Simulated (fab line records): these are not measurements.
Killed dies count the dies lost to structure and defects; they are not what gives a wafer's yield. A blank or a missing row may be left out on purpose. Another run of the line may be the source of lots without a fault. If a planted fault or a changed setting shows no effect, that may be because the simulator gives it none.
fab line records + flow sky130 + part 2 of 2: steps 36 to 48 of 48
record:
- lots: 5
- wafers: 15
- last-day: 50
route steps=708 shown NWELL@78 PWDE@84 VT_ADJUST_HVTP@85 VT_ADJUST_LVTN@97 VT_ADJUST_NCORE@119
lots with no fault: from the same line, run without faults
start-h: hours from the record's opening day to when the first of the lot's shown wafers began + wait-h: hours elapsed since this lot's preceding step + " same as the row above + L1.1+2: one row covering several wafers at once + - either no value or no given start + * or withheld: withheld + < > ~ a bound
route shown NAME@n: a module of which the file shows steps, and the number in the route of the first + usual: mean and standard deviation over wafers with no fault + same: alike in all rows + chamber/n: place in a boat + sites: readings site by site + _std_site: how widely they spread, as a standard deviation + _edge_site: outer sites' mean less inner sites' + radius-mm: how far each site lies from the wafer's centre + mask NAME#n: copy n + behind: the last tool/chamber to shape the wafer + hold: the reason the lot was held/the length of the hold in hours/how it ended + device: transistor that didn't switch, given as n, p or np + end of line: the tests these same wafers got at the end of their route + a step with no rows: only its recipe + killed: dies that structure and defects cost at the first sort, which is not the same as the wafer's yield + map: per-die view of a wafer (x killed, . not killed, _ where there is no die)
set.NAME: the run value of the setting; set.NAME@STEP: its run value at that earlier step + model.NAME: the simulator's own value behind a step, which no gauge read
lots at some steps of the route; a table a step, a row a wafer
services: the hour from which a tool's chamber was out of use, counted from the record's first day as start-h (under 0 if before that day), plus the number of hours and why
== steps ==
step: SKY_VT_ADJUST_LVTN_DEVELOP_17
recipe:
- resist: NOVOLAK
- developer: TMAH
- develop-time-s: 60
- dev-temp-c: 23
| lot.wafer  | tool           | chamber | start-h | wait-h |
|------------|----------------|---------|---------|--------|
| L079.2+4+6 | litho-track-03 | 0       | 193.20  | 0.1    |
| L080.1+5+6 | litho-track-03 | 0       | 199.37  | 0.1    |
| L083.2+3+4 | litho-track-04 | 0       | 224.07  | 0.1    |
| L092.1+2+4 | litho-track-03 | 0       | 282.47  | 0.1    |
| L095.1+4+6 | litho-track-03 | 0       | 310.47  | 0.1    |
step: SKY_VT_ADJUST_LVTN_OVL_MEAS_18
usual:
- VT_ADJUST_LVTN_01_OVL: 0.3/1.4
| lot.wafer | tool       | chamber | start-h | wait-h | VT_ADJUST_LVTN_01_OVL[nm] |
|-----------|------------|---------|---------|--------|---------------------------|
| L079.2    | overlay-01 | -       | 193.36  | 0.1    | -0.4                      |
| L079.4    | "          | -       | "       | "      | -0.5                      |
| L079.6    | "          | -       | "       | "      | 0.2                       |
| L080.1    | overlay-01 | -       | 199.52  | 0.1    | 1.7                       |
| L080.5    | "          | -       | "       | "      | 0.1                       |
| L080.6    | "          | -       | "       | "      | -0.1                      |
| L083.2    | overlay-02 | -       | 224.20  | 0.1    | 1.4                       |
| L083.3    | "          | -       | "       | "      | -0.5                      |
| L083.4    | "          | -       | "       | "      | -0.7                      |
| L092.1    | overlay-01 | -       | 282.62  | 0.1    | 2.6                       |
| L092.2    | "          | -       | "       | "      | -0.8                      |
| L092.4    | "          | -       | "       | "      | 0.1                       |
| L095.1    | overlay-01 | -       | 310.62  | 0.1    | 3.9                       |
| L095.4    | "          | -       | "       | "      | 4.1                       |
| L095.6    | "          | -       | "       | "      | 3.5                       |
step: SKY_VT_ADJUST_LVTN_IMPLANT_19
recipe:
- species: B
- energy-kev: 30
- dose-cm2: 6.5e+11
- tilt-deg: withheld
| lot.wafer  | tool         | chamber | start-h | wait-h |
|------------|--------------|---------|---------|--------|
| L079.2+4+6 | implanter-04 | 0       | 193.41  | 0.0    |
| L080.1+5+6 | implanter-03 | 0       | 199.56  | 0.0    |
| L083.2+3+4 | implanter-02 | 0       | 224.26  | 0.0    |
| L092.1+2+4 | implanter-04 | 0       | 282.66  | 0.0    |
| L095.1+4+6 | implanter-04 | 0       | 310.66  | 0.0    |
step: SKY_VT_ADJUST_LVTN_STRIP_20
recipe:
- chemistry: O2/N2
- power-w: 1400
- pressure-mtorr: 1500
- platen-temp-c: withheld
- o2-flow-sccm: 3000
- n2-flow-sccm: 300
- overash-fraction: 0.5
usual:
- drypump-motor-current-A: 5.8/0.35
- oes-product-au: 0.715/0.0044
- strip-time-to-endpoint-s: 14.20/0.044
| lot.wafer | tool            | chamber | start-h | wait-h | drypump-motor-current-A | oes-product-au | rf-hours-counter-h | strip-time-to-endpoint-s |
|-----------|-----------------|---------|---------|--------|-------------------------|----------------|--------------------|--------------------------|
| L079.2    | plasma-asher-01 | 0       | 193.54  | 0.1    | 6.2                     | 0.721          | 37                 | 14.19                    |
| L079.4    | "               | 0       | "       | "      | 6.2                     | 0.705          | -                  | 14.15                    |
| L079.6    | "               | 1       | "       | "      | 5.6                     | 0.717          | -                  | 14.22                    |
| L080.1    | plasma-asher-02 | 1       | 199.71  | 0.1    | 6.1                     | 0.717          | 8                  | 14.19                    |
| L080.5    | "               | 0       | "       | "      | 5.8                     | 0.714          | -                  | 14.22                    |
| L080.6    | "               | 1       | "       | "      | 6.1                     | 0.711          | -                  | 14.25                    |
| L083.2    | plasma-asher-01 | 0       | 224.38  | 0.1    | 6.2                     | 0.716          | 40                 | 14.20                    |
| L083.3    | "               | 0       | "       | "      | 6.2                     | 0.717          | -                  | 14.16                    |
| L083.4    | "               | 1       | "       | "      | 5.5                     | 0.713          | -                  | 14.18                    |
| L092.1    | plasma-asher-02 | 0       | 282.81  | 0.1    | 5.8                     | 0.712          | 17                 | 14.23                    |
| L092.2    | "               | 1       | "       | "      | 6.1                     | 0.720          | 17                 | 14.20                    |
| L092.4    | "               | 0       | "       | "      | 5.8                     | 0.722          | -                  | 14.27                    |
| L095.1    | plasma-asher-04 | 0       | 310.81  | 0.1    | 5.9                     | 0.714          | 62                 | 14.22                    |
| L095.4    | "               | 1       | "       | "      | 4.9                     | 0.715          | -                  | 14.19                    |
| L095.6    | "               | 0       | "       | "      | 5.9                     | 0.711          | -                  | 14.24                    |
step: SKY_VT_ADJUST_LVTN_TW_MEAS_21
usual:
- VT_ADJUST_LVTN_2_TW: 187.4/2.2
| lot.wafer | tool          | chamber | start-h | wait-h | VT_ADJUST_LVTN_2_TW |
|-----------|---------------|---------|---------|--------|---------------------|
| L079.2    | film-metro-01 | -       | 193.65  | 0.1    | 184.7               |
| L079.4    | "             | -       | "       | "      | 186.2               |
| L079.6    | "             | -       | "       | "      | 185.5               |
| L080.1    | film-metro-04 | -       | 199.81  | 0.1    | 190.4               |
| L080.5    | "             | -       | "       | "      | 191.5               |
| L080.6    | "             | -       | "       | "      | 190.9               |
| L083.2    | film-metro-04 | -       | 224.49  | 0.1    | 189.1               |
| L083.3    | "             | -       | "       | "      | 188.0               |
| L083.4    | "             | -       | "       | "      | 189.5               |
| L092.1    | film-metro-04 | -       | 282.91  | 0.1    | 190.9               |
| L092.2    | "             | -       | "       | "      | 190.9               |
| L092.4    | "             | -       | "       | "      | 191.0               |
| L095.1    | film-metro-03 | -       | 310.91  | 0.1    | 185.6               |
| L095.4    | "             | -       | "       | "      | 184.9               |
| L095.6    | "             | -       | "       | "      | 185.3               |
step: SKY_VT_ADJUST_NCORE_DEHYDRATE_00
recipe:
- temp-c: 200
- time-s: 60
| lot.wafer  | tool           | chamber | start-h | wait-h |
|------------|----------------|---------|---------|--------|
| L079.2+4+6 | litho-track-03 | 0       | 204.45  | 10.8   |
| L080.1+5+6 | litho-track-04 | 0       | 209.80  | 10.0   |
| L083.2+3+4 | litho-track-03 | 0       | 235.20  | 10.7   |
| L092.1+2+4 | litho-track-01 | 0       | 295.00  | 12.1   |
| L095.1+4+6 | litho-track-04 | 0       | 323.14  | 12.2   |
step: SKY_VT_ADJUST_NCORE_HMDS_01
recipe:
- prime-time-s: 60
- prime-temp-c: 120
| lot.wafer  | tool           | chamber | start-h | wait-h |
|------------|----------------|---------|---------|--------|
| L079.2+4+6 | litho-track-03 | 0       | 204.60  | 0.1    |
| L080.1+5+6 | litho-track-04 | 0       | 209.95  | 0.1    |
| L083.2+3+4 | litho-track-03 | 0       | 235.35  | 0.1    |
| L092.1+2+4 | litho-track-01 | 0       | 295.15  | 0.1    |
| L095.1+4+6 | litho-track-04 | 0       | 323.29  | 0.1    |
step: SKY_VT_ADJUST_NCORE_COAT_02
recipe:
- resist: NOVOLAK
- spin-rpm: 3000
- resist-thk-nm: 1140
| lot.wafer  | tool           | chamber | start-h | wait-h |
|------------|----------------|---------|---------|--------|
| L079.2+4+6 | litho-track-03 | 0       | 204.75  | 0.1    |
| L080.1+5+6 | litho-track-04 | 0       | 210.10  | 0.1    |
| L083.2+3+4 | litho-track-03 | 0       | 235.50  | 0.1    |
| L092.1+2+4 | litho-track-01 | 0       | 295.30  | 0.1    |
| L095.1+4+6 | litho-track-04 | 0       | 323.44  | 0.1    |
step: SKY_VT_ADJUST_NCORE_SOFTBAKE_03
recipe:
- temp-c: 90
- time-s: 60
- resist: NOVOLAK
| lot.wafer  | tool           | chamber | start-h | wait-h |
|------------|----------------|---------|---------|--------|
| L079.2+4+6 | litho-track-03 | 0       | 204.90  | 0.1    |
| L080.1+5+6 | litho-track-04 | 0       | 210.25  | 0.1    |
| L083.2+3+4 | litho-track-03 | 0       | 235.65  | 0.1    |
| L092.1+2+4 | litho-track-01 | 0       | 295.45  | 0.1    |
| L095.1+4+6 | litho-track-04 | 0       | 323.59  | 0.1    |
step: SKY_VT_ADJUST_NCORE_EXPOSE_04
recipe:
- mask-id: LVTN_COMPLEMENT_THIN
- na: 0.6
- source-shape: conventional
- sigma-outer: 0.6
- polarization: unpolarized
- target-cd-nm: 380
- dose-mj: 139
same:
- na: 0.6
| lot.wafer  | tool             | chamber | start-h | wait-h | mask                   |
|------------|------------------|---------|---------|--------|------------------------|
| L079.2+4+6 | iline-stepper-01 | 0       | -       | -      | LVTN_COMPLEMENT_THIN#0 |
| L080.1+5+6 | iline-stepper-02 | 0       | -       | -      | LVTN_COMPLEMENT_THIN#0 |
| L083.2+3+4 | iline-stepper-02 | 0       | -       | -      | LVTN_COMPLEMENT_THIN#0 |
| L092.1+2+4 | iline-stepper-01 | 0       | -       | -      | LVTN_COMPLEMENT_THIN#0 |
| L095.1+4+6 | iline-stepper-02 | 0       | -       | -      | LVTN_COMPLEMENT_THIN#0 |
step: SKY_VT_ADJUST_NCORE_PEB_05
recipe:
- temp-c: withheld
- time-s: *
- resist: NOVOLAK
| lot.wafer  | tool           | chamber | start-h | wait-h |
|------------|----------------|---------|---------|--------|
| L079.2+4+6 | litho-track-04 | 0       | -       | -      |
| L080.1+5+6 | litho-track-04 | 0       | -       | -      |
| L083.2+3+4 | litho-track-03 | 0       | -       | -      |
| L092.1+2+4 | litho-track-04 | 0       | -       | -      |
| L095.1+4+6 | litho-track-01 | 0       | -       | -      |
step: SKY_VT_ADJUST_NCORE_DEVELOP_06
recipe:
- resist: NOVOLAK
- developer: TMAH
- develop-time-s: 60
- dev-temp-c: 23
| lot.wafer  | tool           | chamber | start-h | wait-h |
|------------|----------------|---------|---------|--------|
| L079.2+4+6 | litho-track-04 | 0       | 215.62  | 0.1    |
| L080.1+5+6 | litho-track-04 | 0       | 221.10  | 0.1    |
| L083.2+3+4 | litho-track-03 | 0       | 246.80  | 0.1    |
| L092.1+2+4 | litho-track-04 | 0       | 308.59  | 0.1    |
| L095.1+4+6 | litho-track-01 | 0       | 337.00  | 0.1    |
step: SKY_VT_ADJUST_NCORE_CD_MEAS_07
recipe:
- target-cd-nm: 380
usual:
- cd-nm: 380.3/2.7
| lot.wafer | tool      | chamber | start-h | wait-h | cd-nm |
|-----------|-----------|---------|---------|--------|-------|
| L079.2    | cd-sem-02 | -       | 215.77  | 0.1    | 387.8 |
| L079.4    | "         | -       | "       | "      | 384.6 |
| L079.6    | "         | -       | "       | "      | 387.1 |
| L080.1    | cd-sem-02 | -       | 221.25  | 0.1    | 380.0 |
| L080.5    | "         | -       | "       | "      | 379.1 |
| L080.6    | "         | -       | "       | "      | 377.6 |
| L083.2    | cd-sem-01 | -       | 246.94  | 0.1    | 383.6 |
| L083.3    | "         | -       | "       | "      | 381.2 |
| L083.4    | "         | -       | "       | "      | 382.3 |
| L092.1    | cd-sem-01 | -       | 308.84  | 0.2    | 380.4 |
| L092.2    | "         | -       | "       | "      | 378.4 |
| L092.4    | "         | -       | "       | "      | 380.4 |
| L095.1    | cd-sem-01 | -       | 337.15  | 0.1    | 378.6 |
| L095.4    | "         | -       | "       | "      | 376.6 |
| L095.6    | "         | -       | "       | "      | 378.1 |
== services ==
| tool             | chamber | start-h | hours | kind   |
|------------------|---------|---------|-------|--------|
| iline-stepper-02 | -       | 118.02  | 2.1   | pm     |
| implanter-03     | -       | 127.10  | 6.2   | repair |
| plasma-asher-02  | -       | 137.03  | 0.9   | repair |
| iline-stepper-01 | -       | 140.98  | 2.1   | repair |
| plasma-asher-01  | -       | 143.17  | 5.7   | repair |
| plasma-asher-01  | -       | 149.24  | 7.1   | repair |
| implanter-04     | -       | 149.29  | 3.5   | pm     |
| implanter-01     | -       | 163.44  | 2.5   | repair |
| implanter-02     | -       | 177.51  | 2.5   | repair |
| implanter-04     | -       | 180.61  | 6.0   | repair |
| implanter-01     | -       | 209.01  | 2.9   | repair |
| plasma-asher-01  | -       | 210.37  | 3.9   | repair |
| implanter-04     | -       | 223.65  | 6.5   | repair |
| iline-stepper-02 | -       | 228.21  | 1.7   | pm     |
| implanter-03     | -       | 232.98  | 2.4   | repair |
| iline-stepper-01 | -       | 235.17  | 8.4   | repair |
| implanter-01     | -       | 270.07  | 8.1   | repair |
| iline-stepper-02 | -       | 284.76  | 4.4   | pm     |
| implanter-02     | -       | 289.32  | 6.4   | repair |
| implanter-02     | -       | 305.97  | 0.5   | repair |
| iline-stepper-01 | -       | 320.42  | 4.4   | pm     |
| plasma-asher-04  | -       | 331.91  | 1.4   | repair |
| implanter-02     | -       | 332.93  | 4.2   | pm     |
| plasma-asher-04  | -       | 336.84  | 2.8   | pm     |
